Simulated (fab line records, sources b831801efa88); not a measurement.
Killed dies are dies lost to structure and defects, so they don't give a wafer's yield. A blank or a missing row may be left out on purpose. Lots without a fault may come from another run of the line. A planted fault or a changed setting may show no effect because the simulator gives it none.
Chamber matching | flow sky130 | SKY_LI_CONTACT_CMP_02 on cmp-01: 4 sister chambers
The step polishes PSG. 4 wafers are shown with their chamber, then 8 later ones without.

WAFERS WITH THEIR CHAMBER
wafer  | chamber | motor_current_A (A)
L772.4 | 0       | 11.0
L772.5 | 3       | 12.2
L782.5 | 1       | 12.6
L784.1 | 2       | 10.9

WAFERS WITHOUT THEIR CHAMBER
wafer  | motor_current_A (A)
L784.2 | 12.0
L784.3 | 11.1
L786.1 | 10.7
L786.2 | 11.9
L786.6 | 11.7
L789.3 | 12.0
L789.4 | 12.0
L789.6 | 12.3

WHICH CHAMBER EACH WENT THROUGH
wafer  | from the rows above               | in truth
L784.2 | can't be placed: 3 or 1           | 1
L784.3 | can't be placed: 0 or 2           | 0
L786.1 | can't be placed: 2 or 0           | 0
L786.2 | can't be placed: 3 or 1           | 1
L786.6 | can't be placed: 3 or 0 or 2 or 1 | 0
L789.3 | can't be placed: 3 or 1           | 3
L789.4 | can't be placed: 3 or 1           | 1
L789.6 | can't be placed: 3 or 1           | 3
Placed correctly: 0 of 8. Can't be placed from these rows: 8 (the true chamber is among the candidates in 8). Placed wrongly: 0.
How it was worked out, from the rows above alone: a wafer's distance from a chamber is the root of the sum, over the readings, of the square of ((its reading less the chamber's mean) divided by the reading's scatter). The wafer belongs to the nearest chamber; if the next one is less than 2 further off, it can't be placed. A chamber's mean is the mean of its shown wafers. The scatter: with one shown wafer a chamber, the root of the mean of the squares of how far each hidden wafer lies from its nearest shown one.
